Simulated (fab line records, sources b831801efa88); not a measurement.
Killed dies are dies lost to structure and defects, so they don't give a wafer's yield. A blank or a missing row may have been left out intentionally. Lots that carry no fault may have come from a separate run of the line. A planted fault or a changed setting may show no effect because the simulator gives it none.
The tool behind it: which one? / flow gf180mcu / Sampling: 24 lots, 72 wafers, 6 of 602 route steps

== WHAT EACH GAUGE READ, for each wafer ==
GF_V2_THK_MEAS_01.
lot=L074; measured=day 18 12:34; on=film_metro-01; V2_CVD_00_THK (nm)=601 601 596
lot=L075; measured=day 19 07:22; on=film_metro-02; V2_CVD_00_THK (nm)=600 593 602
lot=L076; measured=day 19 11:02; on=film_metro-03; V2_CVD_00_THK (nm)=599 589 596
lot=L077; measured=day 20 06:06; on=film_metro-03; V2_CVD_00_THK (nm)=599 596 590
lot=L079; measured=day 21 04:27; on=film_metro-01; V2_CVD_00_THK (nm)=608 595 591
lot=L078; measured=day 21 05:32; on=film_metro-01; V2_CVD_00_THK (nm)=602 593 601
lot=L080; measured=day 21 20:41; on=film_metro-03; V2_CVD_00_THK (nm)=596 589 589
lot=L081; measured=day 21 22:23; on=film_metro-03; V2_CVD_00_THK (nm)=606 597 604
lot=L082; measured=day 22 20:47; on=film_metro-02; V2_CVD_00_THK (nm)=603 598 605
lot=L083; measured=day 23 05:23; on=film_metro-02; V2_CVD_00_THK (nm)=607 607 605
lot=L084; measured=day 23 15:19; on=film_metro-03; V2_CVD_00_THK (nm)=602 598 594
lot=L085; measured=day 23 16:35; on=film_metro-02; V2_CVD_00_THK (nm)=611 608 604
lot=L086; measured=day 24 04:34; on=film_metro-03; V2_CVD_00_THK (nm)=599 602 611
lot=L088; measured=day 24 12:19; on=film_metro-01; V2_CVD_00_THK (nm)=588 594 589
lot=L087; measured=day 24 14:24; on=film_metro-01; V2_CVD_00_THK (nm)=604 602 603
lot=L089; measured=day 25 02:00; on=film_metro-01; V2_CVD_00_THK (nm)=600 597 600
lot=L090; measured=day 25 02:59; on=film_metro-01; V2_CVD_00_THK (nm)=596 601 602
lot=L091; measured=day 25 09:54; on=film_metro-03; V2_CVD_00_THK (nm)=597 587 601
lot=L092; measured=day 25 17:34; on=film_metro-03; V2_CVD_00_THK (nm)=602 601 611
lot=L093; measured=day 25 21:54; on=film_metro-01; V2_CVD_00_THK (nm)=592 602 594
lot=L094; measured=day 26 03:23; on=film_metro-01; V2_CVD_00_THK (nm)=598 603 596
lot=L095; measured=day 26 06:41; on=film_metro-01; V2_CVD_00_THK (nm)=591 593 612
lot=L096; measured=day 26 13:39; on=film_metro-01; V2_CVD_00_THK (nm)=591 590 600
lot=L097; measured=day 26 21:08; on=film_metro-01; V2_CVD_00_THK (nm)=604 617 598

GF_M3_THK_MEAS_06: measures by xrf.
lot=L074; measured=day 19 15:56; on=film_metro-04; M3_ALCU_THK (nm)=457 458 453
lot=L075; measured=day 20 10:27; on=film_metro-04; M3_ALCU_THK (nm)=456 453 452
lot=L076; measured=day 20 14:11; on=film_metro-04; M3_ALCU_THK (nm)=467 463 466
lot=L077; measured=day 21 08:25; on=film_metro-02; M3_ALCU_THK (nm)=460 455 450
lot=L079; measured=day 22 07:05; on=film_metro-04; M3_ALCU_THK (nm)=464 463 459
lot=L078; measured=day 22 08:25; on=film_metro-02; M3_ALCU_THK (nm)=467 468 463
lot=L080; measured=day 22 22:00; on=film_metro-02; M3_ALCU_THK (nm)=449 457 455
lot=L081; measured=day 23 00:11; on=film_metro-03; M3_ALCU_THK (nm)=454 461 449
lot=L082; measured=day 23 21:37; on=film_metro-03; M3_ALCU_THK (nm)=456 452 449
lot=L083; measured=day 24 06:23; on=film_metro-02; M3_ALCU_THK (nm)=451 452 450
lot=L084; measured=day 24 15:59; on=film_metro-02; M3_ALCU_THK (nm)=455 461 455
lot=L085; measured=day 24 17:14; on=film_metro-04; M3_ALCU_THK (nm)=453 455 456
lot=L086; measured=day 25 04:16; on=film_metro-02; M3_ALCU_THK (nm)=451 456 455
lot=L088; measured=day 25 12:17; on=film_metro-04; M3_ALCU_THK (nm)=465 448 455
lot=L087; measured=day 25 14:06; on=film_metro-03; M3_ALCU_THK (nm)=450 448 456
lot=L089; measured=day 26 01:45; on=film_metro-02; M3_ALCU_THK (nm)=453 457 456
lot=L090; measured=day 26 02:08; on=film_metro-04; M3_ALCU_THK (nm)=452 452 455
lot=L091; measured=day 26 09:50; on=film_metro-02; M3_ALCU_THK (nm)=457 457 459
lot=L092; measured=day 26 16:58; on=film_metro-02; M3_ALCU_THK (nm)=453 451 448
lot=L093; measured=day 26 21:07; on=film_metro-03; M3_ALCU_THK (nm)=459 454 457
lot=L094; measured=day 27 02:23; on=film_metro-03; M3_ALCU_THK (nm)=460 456 459
lot=L095; measured=day 27 05:22; on=film_metro-02; M3_ALCU_THK (nm)=458 454 461
lot=L096; measured=day 27 12:16; on=film_metro-02; M3_ALCU_THK (nm)=452 458 453
lot=L097; measured=day 27 19:33; on=film_metro-04; M3_ALCU_THK (nm)=458 458 454

== WHICH TOOL RAN EACH LOT (tool, then ch and the chambers of the sampled wafers, then the start) ==
lot=L074; GF_CONTACT_CVD_24=cvd_w-02 ch 1, day 15 12:29; GF_M2_SPUTTER_02=pvd_sputter-01, day 17 11:44; GF_V2_SPUTTER_22=pvd_sputter-02, day 19 14:55; GF_M3_SPUTTER_03=pvd_sputter-03, day 19 15:45
lot=L075; GF_CONTACT_CVD_24=cvd_w-01 ch 0,1, day 16 03:07; GF_M2_SPUTTER_02=pvd_sputter-01, day 18 05:52; GF_V2_SPUTTER_22=pvd_sputter-03, day 20 09:28; GF_M3_SPUTTER_03=pvd_sputter-04, day 20 10:15
lot=L076; GF_CONTACT_CVD_24=cvd_w-02 ch 0,1, day 16 08:12; GF_M2_SPUTTER_02=pvd_sputter-01, day 18 10:02; GF_V2_SPUTTER_22=pvd_sputter-02, day 20 13:11; GF_M3_SPUTTER_03=pvd_sputter-03, day 20 13:59
lot=L077; GF_CONTACT_CVD_24=cvd_w-01 ch 0,1, day 17 00:58; GF_M2_SPUTTER_02=pvd_sputter-03, day 19 04:40; GF_V2_SPUTTER_22=pvd_sputter-02, day 21 07:26; GF_M3_SPUTTER_03=pvd_sputter-01, day 21 08:14
lot=L079; GF_CONTACT_CVD_24=cvd_w-01 ch 0,1, day 17 21:20; GF_M2_SPUTTER_02=pvd_sputter-02, day 20 02:20; GF_V2_SPUTTER_22=pvd_sputter-03, day 22 06:07; GF_M3_SPUTTER_03=pvd_sputter-01, day 22 06:54
lot=L078; GF_CONTACT_CVD_24=cvd_w-01 ch 0,1, day 17 22:29; GF_M2_SPUTTER_02=pvd_sputter-03, day 20 03:32; GF_V2_SPUTTER_22=pvd_sputter-04, day 22 07:26; GF_M3_SPUTTER_03=pvd_sputter-03, day 22 08:14
lot=L080; GF_CONTACT_CVD_24=cvd_w-02 ch 0,1, day 18 13:26; GF_M2_SPUTTER_02=pvd_sputter-03, day 20 18:50; GF_V2_SPUTTER_22=pvd_sputter-03, day 22 21:02; GF_M3_SPUTTER_03=pvd_sputter-04, day 22 21:49
lot=L081; GF_CONTACT_CVD_24=cvd_w-02 ch 0,1, day 18 15:32; GF_M2_SPUTTER_02=pvd_sputter-01, day 20 20:35; GF_V2_SPUTTER_22=pvd_sputter-02, day 22 23:13; GF_M3_SPUTTER_03=pvd_sputter-01, day 23 00:00
lot=L082; GF_CONTACT_CVD_24=cvd_w-02 ch 1, day 19 15:08; GF_M2_SPUTTER_02=pvd_sputter-03, day 21 20:26; GF_V2_SPUTTER_22=pvd_sputter-04, day 23 20:38; GF_M3_SPUTTER_03=pvd_sputter-04, day 23 21:26
lot=L083; GF_CONTACT_CVD_24=cvd_w-02 ch 0,1, day 20 01:28; GF_M2_SPUTTER_02=pvd_sputter-02, day 22 05:34; GF_V2_SPUTTER_22=pvd_sputter-03, day 24 05:25; GF_M3_SPUTTER_03=pvd_sputter-04, day 24 06:12
lot=L084; GF_CONTACT_CVD_24=cvd_w-02 ch 0,1, day 20 12:04; GF_M2_SPUTTER_02=pvd_sputter-03, day 22 15:56; GF_V2_SPUTTER_22=pvd_sputter-04, day 24 14:53; GF_M3_SPUTTER_03=pvd_sputter-03, day 24 15:47
lot=L085; GF_CONTACT_CVD_24=cvd_w-02 ch 0,1, day 20 12:22; GF_M2_SPUTTER_02=pvd_sputter-01, day 22 17:19; GF_V2_SPUTTER_22=pvd_sputter-02, day 24 16:16; GF_M3_SPUTTER_03=pvd_sputter-03, day 24 17:03
lot=L086; GF_CONTACT_CVD_24=cvd_w-02 ch 0,1, day 21 00:58; GF_M2_SPUTTER_02=pvd_sputter-03, day 23 05:10; GF_V2_SPUTTER_22=pvd_sputter-03, day 25 03:17; GF_M3_SPUTTER_03=pvd_sputter-04, day 25 04:05
lot=L088; GF_CONTACT_CVD_24=cvd_w-01 ch 0,1, day 21 11:31; GF_M2_SPUTTER_02=pvd_sputter-02, day 23 13:58; GF_V2_SPUTTER_22=pvd_sputter-03, day 25 11:19; GF_M3_SPUTTER_03=pvd_sputter-04, day 25 12:06
lot=L087; GF_CONTACT_CVD_24=cvd_w-02 ch 0,1, day 21 12:38; GF_M2_SPUTTER_02=pvd_sputter-03, day 23 15:08; GF_V2_SPUTTER_22=pvd_sputter-03, day 25 13:07; GF_M3_SPUTTER_03=pvd_sputter-04, day 25 13:55
lot=L089; GF_CONTACT_CVD_24=cvd_w-02 ch 0,1, day 22 01:50; GF_M2_SPUTTER_02=pvd_sputter-03, day 24 03:05; GF_V2_SPUTTER_22=pvd_sputter-04, day 26 00:47; GF_M3_SPUTTER_03=pvd_sputter-01, day 26 01:34
lot=L090; GF_CONTACT_CVD_24=cvd_w-01 ch 0,1, day 22 01:55; GF_M2_SPUTTER_02=pvd_sputter-02, day 24 03:56; GF_V2_SPUTTER_22=pvd_sputter-02, day 26 01:10; GF_M3_SPUTTER_03=pvd_sputter-03, day 26 01:57
lot=L091; GF_CONTACT_CVD_24=cvd_w-01 ch 0,1, day 22 11:37; GF_M2_SPUTTER_02=pvd_sputter-03, day 24 11:48; GF_V2_SPUTTER_22=pvd_sputter-03, day 26 08:52; GF_M3_SPUTTER_03=pvd_sputter-03, day 26 09:39
lot=L092; GF_CONTACT_CVD_24=cvd_w-01 ch 0,1, day 22 18:23; GF_M2_SPUTTER_02=pvd_sputter-03, day 24 19:29; GF_V2_SPUTTER_22=pvd_sputter-04, day 26 15:59; GF_M3_SPUTTER_03=pvd_sputter-03, day 26 16:47
lot=L093; GF_CONTACT_CVD_24=cvd_w-01 ch 0, day 23 00:25; GF_M2_SPUTTER_02=pvd_sputter-01, day 24 23:50; GF_V2_SPUTTER_22=pvd_sputter-02, day 26 19:56; GF_M3_SPUTTER_03=pvd_sputter-01, day 26 20:56
lot=L094; GF_CONTACT_CVD_24=cvd_w-02 ch 0,1, day 23 05:55; GF_M2_SPUTTER_02=pvd_sputter-01, day 25 05:20; GF_V2_SPUTTER_22=pvd_sputter-02, day 27 01:25; GF_M3_SPUTTER_03=pvd_sputter-03, day 27 02:12
lot=L095; GF_CONTACT_CVD_24=cvd_w-02 ch 0,1, day 23 09:40; GF_M2_SPUTTER_02=pvd_sputter-03, day 25 08:47; GF_V2_SPUTTER_22=pvd_sputter-03, day 27 04:24; GF_M3_SPUTTER_03=pvd_sputter-01, day 27 05:11
lot=L096; GF_CONTACT_CVD_24=cvd_w-01 ch 0, day 23 15:54; GF_M2_SPUTTER_02=pvd_sputter-01, day 25 15:13; GF_V2_SPUTTER_22=pvd_sputter-04, day 27 11:17; GF_M3_SPUTTER_03=pvd_sputter-03, day 27 12:04
lot=L097; GF_CONTACT_CVD_24=cvd_w-01 ch 0,1, day 24 01:01; GF_M2_SPUTTER_02=pvd_sputter-03, day 25 23:06; GF_V2_SPUTTER_22=pvd_sputter-02, day 27 18:35; GF_M3_SPUTTER_03=pvd_sputter-04, day 27 19:22
- GF_CONTACT_CVD_24: deposits W, target thk 300 nm, time 90.339 s.
- GF_M2_SPUTTER_02: material AlCu, target thk 450 nm, time 23.9 s.
- GF_V2_SPUTTER_22: material TiN, target thk 10 nm, time 40 s.
- GF_M3_SPUTTER_03: material Ti, target thk 10 nm, time 6.7 s.

== AS READ BY THE TOOLS THEMSELVES (means over the sampled wafers that have a number; for cases with no such wafer, the mark the record gives instead) ==
GF_CONTACT_CVD_24.
lot=L074; tool=cvd_w-02; heater_power_w (W)=806
lot=L075; tool=cvd_w-01; heater_power_w (W)=880
lot=L076; tool=cvd_w-02; heater_power_w (W)=721
lot=L077; tool=cvd_w-01; heater_power_w (W)=859
lot=L079; tool=cvd_w-01; heater_power_w (W)=816
lot=L078; tool=cvd_w-01; heater_power_w (W)=826
lot=L080; tool=cvd_w-02; heater_power_w (W)=774
lot=L081; tool=cvd_w-02; heater_power_w (W)=737
lot=L082; tool=cvd_w-02; heater_power_w (W)=812
lot=L083; tool=cvd_w-02; heater_power_w (W)=771
lot=L084; tool=cvd_w-02; heater_power_w (W)=774
lot=L085; tool=cvd_w-02; heater_power_w (W)=730
lot=L086; tool=cvd_w-02; heater_power_w (W)=764
lot=L088; tool=cvd_w-01; heater_power_w (W)=819
lot=L087; tool=cvd_w-02; heater_power_w (W)=735
lot=L089; tool=cvd_w-02; heater_power_w (W)=766
lot=L090; tool=cvd_w-01; heater_power_w (W)=799
lot=L091; tool=cvd_w-01; heater_power_w (W)=803
lot=L092; tool=cvd_w-01; heater_power_w (W)=830
lot=L093; tool=cvd_w-01; heater_power_w (W)=862
lot=L094; tool=cvd_w-02; heater_power_w (W)=784
lot=L095; tool=cvd_w-02; heater_power_w (W)=782
lot=L096; tool=cvd_w-01; heater_power_w (W)=861
lot=L097; tool=cvd_w-01; heater_power_w (W)=801

GF_M2_SPUTTER_02.
lot=L074; tool=pvd_sputter-01; throttle_valve_pct (%)=28.9
lot=L075; tool=pvd_sputter-01; throttle_valve_pct (%)=28.8
lot=L076; tool=pvd_sputter-01; throttle_valve_pct (%)=29.4
lot=L077; tool=pvd_sputter-03; throttle_valve_pct (%)=29.7
lot=L079; tool=pvd_sputter-02; throttle_valve_pct (%)=31.2
lot=L078; tool=pvd_sputter-03; throttle_valve_pct (%)=30.3
lot=L080; tool=pvd_sputter-03; throttle_valve_pct (%)=30.9
lot=L081; tool=pvd_sputter-01; throttle_valve_pct (%)=29.1
lot=L082; tool=pvd_sputter-03; throttle_valve_pct (%)=29.7
lot=L083; tool=pvd_sputter-02; throttle_valve_pct (%)=30.5
lot=L084; tool=pvd_sputter-03; throttle_valve_pct (%)=31.0
lot=L085; tool=pvd_sputter-01; throttle_valve_pct (%)=28.9
lot=L086; tool=pvd_sputter-03; throttle_valve_pct (%)=30.3
lot=L088; tool=pvd_sputter-02; throttle_valve_pct (%)=31.1
lot=L087; tool=pvd_sputter-03; throttle_valve_pct (%)=30.1
lot=L089; tool=pvd_sputter-03; throttle_valve_pct (%)=30.5
lot=L090; tool=pvd_sputter-02; throttle_valve_pct (%)=31.5
lot=L091; tool=pvd_sputter-03; throttle_valve_pct (%)=29.1
lot=L092; tool=pvd_sputter-03; throttle_valve_pct (%)=31.0
lot=L093; tool=pvd_sputter-01; throttle_valve_pct (%)=30.6
lot=L094; tool=pvd_sputter-01; throttle_valve_pct (%)=29.6
lot=L095; tool=pvd_sputter-03; throttle_valve_pct (%)=30.8
lot=L096; tool=pvd_sputter-01; throttle_valve_pct (%)=29.1
lot=L097; tool=pvd_sputter-03; throttle_valve_pct (%)=29.7

GF_V2_SPUTTER_22.
lot=L074; tool=pvd_sputter-02; throttle_valve_pct (%)=30.1
lot=L075; tool=pvd_sputter-03; throttle_valve_pct (%)=30.6
lot=L076; tool=pvd_sputter-02; throttle_valve_pct (%)=31.3
lot=L077; tool=pvd_sputter-02; throttle_valve_pct (%)=31.2
lot=L079; tool=pvd_sputter-03; throttle_valve_pct (%)=30.4
lot=L078; tool=pvd_sputter-04; throttle_valve_pct (%)=30.6
lot=L080; tool=pvd_sputter-03; throttle_valve_pct (%)=29.9
lot=L081; tool=pvd_sputter-02; throttle_valve_pct (%)=30.9
lot=L082; tool=pvd_sputter-04; throttle_valve_pct (%)=30.7
lot=L083; tool=pvd_sputter-03; throttle_valve_pct (%)=30.4
lot=L084; tool=pvd_sputter-04; throttle_valve_pct (%)=30.8
lot=L085; tool=pvd_sputter-02; throttle_valve_pct (%)=31.1
lot=L086; tool=pvd_sputter-03; throttle_valve_pct (%)=30.0
lot=L088; tool=pvd_sputter-03; throttle_valve_pct (%)=30.5
lot=L087; tool=pvd_sputter-03; throttle_valve_pct (%)=30.4
lot=L089; tool=pvd_sputter-04; throttle_valve_pct (%)=30.6
lot=L090; tool=pvd_sputter-02; throttle_valve_pct (%)=30.6
lot=L091; tool=pvd_sputter-03; throttle_valve_pct (%)=30.5
lot=L092; tool=pvd_sputter-04; throttle_valve_pct (%)=30.5
lot=L093; tool=pvd_sputter-02; throttle_valve_pct (%)=30.5
lot=L094; tool=pvd_sputter-02; throttle_valve_pct (%)=30.4
lot=L095; tool=pvd_sputter-03; throttle_valve_pct (%)=30.5
lot=L096; tool=pvd_sputter-04; throttle_valve_pct (%)=31.0
lot=L097; tool=pvd_sputter-02; throttle_valve_pct (%)=31.3

GF_M3_SPUTTER_03.
lot=L074; tool=pvd_sputter-03; throttle_valve_pct (%)=30.9
lot=L075; tool=pvd_sputter-04; throttle_valve_pct (%)=30.9
lot=L076; tool=pvd_sputter-03; throttle_valve_pct (%)=29.2
lot=L077; tool=pvd_sputter-01; throttle_valve_pct (%)=29.6
lot=L079; tool=pvd_sputter-01; throttle_valve_pct (%)=30.0
lot=L078; tool=pvd_sputter-03; throttle_valve_pct (%)=30.5
lot=L080; tool=pvd_sputter-04; throttle_valve_pct (%)=30.9
lot=L081; tool=pvd_sputter-01; throttle_valve_pct (%)=29.6
lot=L082; tool=pvd_sputter-04; throttle_valve_pct (%)=30.3
lot=L083; tool=pvd_sputter-04; throttle_valve_pct (%)=30.5
lot=L084; tool=pvd_sputter-03; throttle_valve_pct (%)=30.8
lot=L085; tool=pvd_sputter-03; throttle_valve_pct (%)=31.6
lot=L086; tool=pvd_sputter-04; throttle_valve_pct (%)=30.5
lot=L088; tool=pvd_sputter-04; throttle_valve_pct (%)=30.6
lot=L087; tool=pvd_sputter-04; throttle_valve_pct (%)=30.8
lot=L089; tool=pvd_sputter-01; throttle_valve_pct (%)=29.2
lot=L090; tool=pvd_sputter-03; throttle_valve_pct (%)=30.6
lot=L091; tool=pvd_sputter-03; throttle_valve_pct (%)=29.8
lot=L092; tool=pvd_sputter-03; throttle_valve_pct (%)=30.4
lot=L093; tool=pvd_sputter-01; throttle_valve_pct (%)=28.5
lot=L094; tool=pvd_sputter-03; throttle_valve_pct (%)=30.6
lot=L095; tool=pvd_sputter-01; throttle_valve_pct (%)=29.8
lot=L096; tool=pvd_sputter-03; throttle_valve_pct (%)=30.6
lot=L097; tool=pvd_sputter-04; throttle_valve_pct (%)=30.7

== THE ANSWER, worked out from the rows above alone ==
Rule: what is usual is taken from the lots themselves. The widest of any qualifying gaps counts: lots, ordered by their means at a reading, are off when they make up no more than a third of the lots, leave a main group of 4 or more, and stand apart from it by 3 or more times the standard deviation of that group's means. If all means in a main group match to the digits the tables above print for the reading, that group is not used. Also off: a lot with no number at a reading for which 4 or more lots have one. The other lots that the step has rows for count as sound. The gauges are gone through in route order, then the tools' own readings, and for those a lot's mean is taken as printed above. At the first step where some lot is off, the reading lying furthest off is the one used; lots without a number count as furthest.
None of the lots is off at any reading shown; this tells nothing.

== WHAT THE SIMULATOR HAD INSERTED ==
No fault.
